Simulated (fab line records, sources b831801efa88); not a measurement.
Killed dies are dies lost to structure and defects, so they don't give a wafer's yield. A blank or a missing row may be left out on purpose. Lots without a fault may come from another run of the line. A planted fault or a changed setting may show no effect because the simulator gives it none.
One fault seen from 2 desks | flow gf180mcu | each desk has only its own numbers; what lay behind them comes last

THE METROLOGY DESK
What the gauges read, lot by lot, whatever tool the lot ran on: means of the sampled wafers that have a number. A lot is out of limits, marked OUT, if its mean lies more than 4 standard deviations from the usual mean; the brackets give that distance.
Columns: A = cd_nm at GF_V2_CD_MEAS_14, usual 260.1 nm; B = cd_nm at GF_M3_CD_MEAS_14, usual 279.7 nm
lot  | first seen here | A     | B
L677 | day 20 21:31    | 260.8 | 279.6
L678 | day 21 09:40    | 259.7 | 280.4
L679 | day 21 12:38    | 259.0 | 279.6
L680 | day 21 15:23    | 258.7 | 280.9
L682 | day 22 06:43    | 260.2 | 280.6
L685 | day 23 16:10    | 259.9 | 280.0
L686 | day 24 01:07    | 260.8 | 281.3
L687 | day 24 07:29    | 259.7 | 280.7
L688 | day 24 18:58    | 258.9 | 279.7
L690 | day 25 14:20    | 260.5 | 281.0
L691 | day 25 16:38    | 260.9 | 280.2
L698 | day 27 17:55    | 260.4 | 277.1
This desk's finding: nothing out of limits on any of the 12 lots.

THE TOOL OWNER'S DESK: cmp-02
The tool's own readings at GF_V3_CMP_04 (polishes SiO2): means of the sampled wafers that have a number, for each lot that ran on this tool. A lot is out of limits, marked OUT, if its mean lies more than 4 standard deviations from the usual mean; the brackets give that distance.
Columns: A = motor_current_A at GF_V3_CMP_04, usual 12.4 A; B = time_to_endpoint_s at GF_V3_CMP_04, usual 79 s
lot  | first seen here | A    | B
L677 | day 22 00:28    | 12.1 | 77
L679 | day 22 14:33    | 12.7 | 85
L682 | day 23 08:30    | 12.3 | 82
L685 | day 24 17:16    | 12.3 | 74
L686 | day 25 01:56    | 12.7 | 78
L687 | day 25 07:38    | 12.0 | 102 (+4.8) OUT
L688 | day 25 18:51    | 11.9 | 107 (+5.7) OUT
L691 | day 26 16:07    | 12.7 | 107 (+5.6) OUT
This desk's finding: out of limits on L687, L688, L691; first on L687, day 25 07:38 (time_to_endpoint_s at GF_V3_CMP_04). In limits: L677, L679, L682, L685, L686.

PUT TOGETHER
The tool owner's desk could have raised an alarm at day 25 07:38, on L687, L688, L691.
The metrology desk saw nothing out of limits.
The metrology desk has L687, L688, L691 on record, within its limits.
Of the lots named, all ran GF_V3_CMP_04 on cmp-02.

WHAT THE SIMULATOR HAD PUT IN
Process parameter drift: cmp-02, from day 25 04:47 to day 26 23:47, at GF_V3_CMP_04. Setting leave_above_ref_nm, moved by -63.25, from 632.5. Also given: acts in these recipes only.
Lots struck among those shown: L687, L688, L691.
Hours from the fault's start to each desk's first reading out of limits: the tool owner's desk, 3.
